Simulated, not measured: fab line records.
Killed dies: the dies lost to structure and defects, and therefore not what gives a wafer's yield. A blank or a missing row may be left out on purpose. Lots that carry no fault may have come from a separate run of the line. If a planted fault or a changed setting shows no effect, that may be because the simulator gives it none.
A struck lot beside a sound one | flow sky130 | 15 steps out of a route of 708
Sound: wafers L890.1, L890.4, L890.6. The struck wafers were L893.1, L893.4, L893.6. The cause is given at the end.
Per side, at each step with rows, come the tool, then ch with its chambers, and then its first start. Under that, the readings that differ: sound wafers | struck wafers | difference of the means | sigmas: that difference in standard deviations of wafers without a fault.
alike: readings whose means differ by less than 2 such deviations, and words and numbers that are the same on both sides. not compared: withheld readings, readings that some wafer has no value for, bounds like >300 that may hide the same value, and numbers for which the record gives no deviation and whose values overlap.
The two part at a step that has a row with sigmas, a row that says differs or no value, or rows on one side only. Numbers that have no deviation but don't overlap get no sigmas and don't part them. A reading missing from all wafers of one side parts the sides only when that side holds two or more wafers.

first, 6 steps without rows for these wafers: SKY_METAL4_COAT_07 (resist thk 60 nm); SKY_METAL4_COAT_08 (resist thk 1140 nm); SKY_METAL4_SOFTBAKE_09 (time 90 s); SKY_METAL4_EXPOSE_10 (exposes mask MM4, target cd 300 nm); SKY_METAL4_PEB_11; SKY_METAL4_DEVELOP_12 (develop time 60 s).
SKY_METAL4_CD_MEAS_13: target cd 300 nm.
  sound: cdSem-01 at day 43 03:59; struck: cdSem-02 at day 43 21:32
  alike: cdNm
SKY_METAL4_OVL_MEAS_14:
  sound: overlay-01 at day 43 04:07; struck: overlay-02 at day 43 21:40
reading         | sound    | struck  | difference | sigmas
METAL4_OVL (nm) | 14 12 11 | -4 4 -2 | -13        | -2
SKY_METAL4_DESCUM_15: chemistry O2, time 8 s.
  sound on rieMetal-04 ch 0,1, day 43 04:09; struck on rieMetal-04 ch 0, day 43 21:42
  alike: chamberPressureMTorr, drypumpMotorCurrentA, oesProductAu
  not compared: rfHoursCounterH
SKY_METAL4_ETCH_16: etches BARC in N2/H2, stops on SiO2, time 88.2 s, target depth 60 nm.
  sound on rieMetal-04 ch 0,1, day 43 04:11; struck on rieMetal-04 ch 0, day 43 21:44
  alike: chamberPressureMTorr, drypumpMotorCurrentA, oesProductAu, throttleValvePct
  not compared: rfHoursCounterH
SKY_METAL4_ETCH_17: etches SiO2 in C4F8/O2/Ar, stops on TiN, time 3.9 s, target depth 15 nm.
  sound on rieDiel-03 ch 0,2, day 43 04:17; struck on rieDiel-04 ch 1,3, day 43 21:50
  alike: chamberPressureMTorr, oesProductAu
SKY_METAL4_METAL_ETCH_18: etches the open film in Cl2/BCl3, stops on SiO2, target depth 845 nm, time 183.1 s.
  sound on rieMetal-02 ch 0,1, day 43 04:18; struck on rieMetal-03 ch 1, day 43 21:51
  alike: bcl3FlowSccm, chamberPressureMTorr, drypumpMotorCurrentA, oesProductAu, throttleValvePct
  not compared: rfHoursCounterH
SKY_METAL4_STRIP_19: strips in O2/N2.
  sound on plasmaAsher-01 ch 0,1, day 43 04:29; struck on plasmaAsher-01 ch 0, day 43 22:02
reading         | sound       | struck      | difference | sigmas
overashFraction | 0.5 0.5 0.5 | 0.7 0.7 0.7 | +0.2       | 
  alike: chamberPressureMTorr, drypumpMotorCurrentA, o2FlowSccm, oesProductAu, stripTimeToEndpointS
  not compared: rfHoursCounterH
then, 1 step without rows for these wafers: SKY_METAL4_STRIP_20 (strips in post etch residue remover, time 1200 s).
-- the record jumps here: 4 days lie between the struck wafers' starts before and after (it left off in module METAL4 and takes up again in module PAD_OPEN, whose first step shown is number 708 of the route) --
SKY_PAD_OPEN_PROBE_99:
  sound: prober-01 at day 47 01:03; struck: prober-02 at day 47 16:55
reading         | sound | struck | difference | sigmas
killed_at_M4_up | 0 1 3 | 3 6 6  | +4         | +2
  alike: defectLimitedYield, killed_at_M0_to_M3, killedAtContacts, killedAtFrontEnd, killedAtOther, killedDies, killedOnRim, killedOpen, killedShort, sort_bin_3_pad_short, sort_bin_5_function, sort_bin_6_memory, sortNPass, sortYieldPct

== WHERE THEY PART ==
Last at SKY_PAD_OPEN_PROBE_99 as far as this record goes, first at SKY_METAL4_OVL_MEAS_14.

WHY: what had been put in by the simulator
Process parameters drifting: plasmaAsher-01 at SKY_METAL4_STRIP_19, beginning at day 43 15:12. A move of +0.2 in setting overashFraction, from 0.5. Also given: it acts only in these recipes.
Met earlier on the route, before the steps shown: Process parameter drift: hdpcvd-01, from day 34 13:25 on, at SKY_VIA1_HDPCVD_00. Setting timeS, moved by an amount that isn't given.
